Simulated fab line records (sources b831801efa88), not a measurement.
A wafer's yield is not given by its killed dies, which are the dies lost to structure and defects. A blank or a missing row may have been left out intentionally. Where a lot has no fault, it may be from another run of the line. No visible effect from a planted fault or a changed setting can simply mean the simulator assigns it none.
What tool caused it? | flow sky130 | 12 lots, 36 wafers sampled, at 5 steps of a route of 708

== WHAT EACH GAUGE READ, for each wafer ==
SKY_VT_ADJUST_PCH_TW_MEAS_10.
lot  | measured     | on            | VT_ADJUST_PCH_TW
L581 | day 10 21:52 | film metro-02 | 145.2 145.4 145.6
L583 | day 11 18:47 | film metro-02 | 144.9 143.5 144.4
L584 | day 11 20:31 | film metro-04 | 145.4 144.6 145.1
L585 | day 12 12:45 | film metro-04 | 144.5 143.9 143.7
L588 | day 13 05:19 | film metro-04 | 145.3 144.6 144.7
L589 | day 13 12:42 | film metro-02 | 144.8 144.7 145.0
L594 | day 14 20:14 | film metro-02 | 155.4 154.6 154.2
L596 | day 15 16:13 | film metro-01 | 151.5 150.7 150.6
L597 | day 16 00:18 | film metro-02 | 143.8 143.6 143.8
L601 | day 17 00:40 | film metro-01 | 144.0 143.0 143.1
L602 | day 17 10:57 | film metro-04 | 144.7 144.0 144.3
L603 | day 17 19:03 | film metro-01 | 143.1 143.4 142.6

SKY_VIA1_OVL_MEAS_13.
lot  | measured     | on         | VIA1_OVL (nm)
L581 | day 34 19:01 | overlay-02 | -15 -1 1
L583 | day 35 12:21 | overlay-02 | 2 9 6
L584 | day 35 16:10 | overlay-01 | -7 -13 -4
L585 | day 36 06:31 | overlay-02 | -3 4 2
L588 | day 36 19:22 | overlay-01 | 4 0 -2
L589 | day 37 05:44 | overlay-01 | -6 -7 -9
L594 | day 38 08:46 | overlay-02 | -6 -4 -2
L596 | day 39 07:19 | overlay-01 | 1 5 1
L597 | day 39 10:17 | overlay-01 | -4 2 -2
L601 | day 40 10:43 | overlay-02 | 7 9 5
L602 | day 40 19:52 | overlay-01 | 3 4 6
L603 | day 41 04:23 | overlay-02 | -5 4 -6

SKY_VIA1_THK_MEAS_23: measures by xrf.
lot  | measured     | on            | VIA1_W_THK (nm)
L581 | day 34 20:04 | film metro-02 | 269 268 270
L583 | day 35 13:22 | film metro-04 | 269 267 270
L584 | day 35 17:14 | film metro-02 | 271 272 270
L585 | day 36 07:41 | film metro-04 | 261 266 265
L588 | day 36 20:21 | film metro-02 | 270 270 269
L589 | day 37 06:44 | film metro-02 | 270 270 273
L594 | day 38 09:47 | film metro-01 | 275 275 273
L596 | day 39 08:21 | film metro-02 | 268 273 263
L597 | day 39 11:16 | film metro-02 | 272 273 268
L601 | day 40 11:43 | film metro-02 | 270 268 270
L602 | day 40 20:56 | film metro-01 | 270 266 271
L603 | day 41 05:39 | film metro-02 | 263 265 261

== WHAT TOOL EACH LOT RAN ON (gives the tool, then ch and the chambers of the sampled wafers, and finally the start) ==
lot  | SKY_VT_ADJUST_PCH_IMPLANT_08    | SKY_LI_CONTACT_CMP_24
L581 | implanter-02 ch 0, day 10 21:37 | cmp-01 ch 0,2,3, day 30 00:34
L583 | implanter-03 ch 0, day 11 18:35 | cmp-02 ch 0,1,2, day 30 18:26
L584 | implanter-02 ch 0, day 11 20:16 | cmp-02 ch 0,2,3, day 30 19:20
L585 | implanter-04 ch 0, day 12 12:30 | cmp-01 ch 0,3, day 31 13:46
L588 | implanter-03 ch 0, day 13 05:04 | cmp-02 ch 0,1,3, day 32 04:29
L589 | implanter-02 ch 0, day 13 12:28 | cmp-02 ch 0,1,3, day 32 14:52
L594 | implanter-02 ch 0, day 14 20:02 | cmp-01 ch 1,2,3, day 33 20:11
L596 | implanter-02 ch 0, day 15 15:58 | cmp-01 ch 0,1,3, day 34 19:19
L597 | implanter-04 ch 0, day 16 00:04 | cmp-01 ch 1,2,3, day 34 22:05
L601 | implanter-04 ch 0, day 17 00:26 | cmp-02 ch 1,3, day 35 23:43
L602 | implanter-04 ch 0, day 17 10:43 | cmp-01 ch 0,3, day 36 10:44
L603 | implanter-04 ch 0, day 17 18:51 | cmp-02 ch 2,3, day 36 18:08
- SKY_VT_ADJUST_PCH_IMPLANT_08
- SKY_LI_CONTACT_CMP_24: polishes, stops on PSG, t overpolish 20 s, target thk 0 nm.

== AS READ BY THE TOOLS THEMSELVES (means over the sampled wafers that have a number; for cases with no such wafer, the mark the record gives instead) ==
SKY_VT_ADJUST_PCH_IMPLANT_08.
lot  | tool         | beam on s (s) | dose ions cm2 | end station pressure torr (Torr) | faraday current uA
L581 | implanter-02 | 10.06         | 5.004e+11     | 5e-06                            | 2.81
L583 | implanter-03 | 9.86          | 4.999e+11     | 5e-06                            | 2.86
L584 | implanter-02 | 9.87          | 4.997e+11     | 5e-06                            | 2.86
L585 | implanter-04 | 9.99          | 5.002e+11     | 5e-06                            | 2.82
L588 | implanter-03 | 9.97          | 5.006e+11     | 5e-06                            | 2.83
L589 | implanter-02 | 10.16         | 5.005e+11     | 5e-06                            | 2.78
L594 | implanter-02 | 13.01         | 5.002e+11     | 1e-04                            | 2.19
L596 | implanter-02 | 12.87         | 5.008e+11     | 1e-04                            | 2.22
L597 | implanter-04 | 9.97          | 5.002e+11     | 5e-06                            | 2.83
L601 | implanter-04 | 9.78          | 4.998e+11     | 5e-06                            | 2.88
L602 | implanter-04 | 10.05         | 4.994e+11     | 5e-06                            | 2.81
L603 | implanter-04 | 10.02         | 5.003e+11     | 5e-06                            | 2.82

SKY_LI_CONTACT_CMP_24.
lot  | tool   | motor current A (A) | overpolish run s (s) | slurry flow ml min | time to endpoint s (s)
L581 | cmp-01 | 10.4                | 20.001               | 150.5              | 94
L583 | cmp-02 | 11.6                | 20.003               | 149.8              | 91
L584 | cmp-02 | 11.6                | 19.997               | 150.2              | 96
L585 | cmp-01 | 11.2                | 19.990               | 150.0              | 100
L588 | cmp-02 | 11.7                | 19.998               | 150.1              | 95
L589 | cmp-02 | 11.8                | 19.994               | 150.1              | 94
L594 | cmp-01 | 10.0                | 20.000               | 149.4              | 98
L596 | cmp-01 | 10.7                | 20.007               | 149.6              | 105
L597 | cmp-01 | 10.1                | 19.996               | 150.1              | 97
L601 | cmp-02 | 11.7                | 19.991               | 150.5              | 96
L602 | cmp-01 | 11.9                | 20.000               | 150.0              | 97
L603 | cmp-02 | 11.5                | 19.998               | 150.7              | 102

== THE ANSWER, worked out from the rows above alone ==
Rule: the usual values come from the lots themselves. Put in order of their means at a reading, lots are off if they are a third of the lots or fewer, leave a main group of 4 or more, and stand apart from it by a gap of 3 or more times the standard deviation of the main group's means; of several such gaps the widest counts. Not used: any main group whose means are identical at the precision the tables above print for the reading. A lot without any number at a reading at which 4 lots or more have one is off too. The other lots that the step has rows for count as sound. First the gauges in route order, then the tools' own readings, where a lot's mean is used as printed above. At the first step where some lot is off, the reading lying furthest off is the one used; lots without a number count as furthest.
Off: L594, L596, at SKY_VT_ADJUST_PCH_TW_MEAS_10 (VT_ADJUST_PCH_TW). Main group: mean 144.3, sd 0.72.
A tool fits if, at a process step before that reading, it ran every lot that is off, and no sound lot after the first of them. The gauges at SKY_VT_ADJUST_PCH_TW_MEAS_10 aren't tried: what is off there is off at SKY_VT_ADJUST_PCH_IMPLANT_08 too, on other tools, and a gauge's error can't cause that. One fits: implanter-02 at SKY_VT_ADJUST_PCH_IMPLANT_08. A fault onset in the window from L589 (day 13 12:28, its last sound lot) to L594 (day 14 20:02, its first lot off) fits.
The tool's own readings at SKY_VT_ADJUST_PCH_IMPLANT_08 bear it out: on the lots that are off they differ by more than 5 times the standard deviation of the sound lots' means. beam on s reads 12.94 s there against 9.97 s on the sound lots; end station pressure torr reads 1e-04 Torr there against 5e-06 Torr on the sound lots; faraday current uA reads 2.21 there against 2.83 on the sound lots.

== WHAT THE SIMULATOR HAD PUT IN ==
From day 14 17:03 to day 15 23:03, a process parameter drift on implanter-02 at SKY_VT_ADJUST_PCH_IMPLANT_08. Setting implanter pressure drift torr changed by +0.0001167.
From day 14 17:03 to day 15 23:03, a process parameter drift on implanter-02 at SKY_VT_ADJUST_PCH_IMPLANT_08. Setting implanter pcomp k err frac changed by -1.
Lots struck among those shown: L594, L596. The rule above found the same.
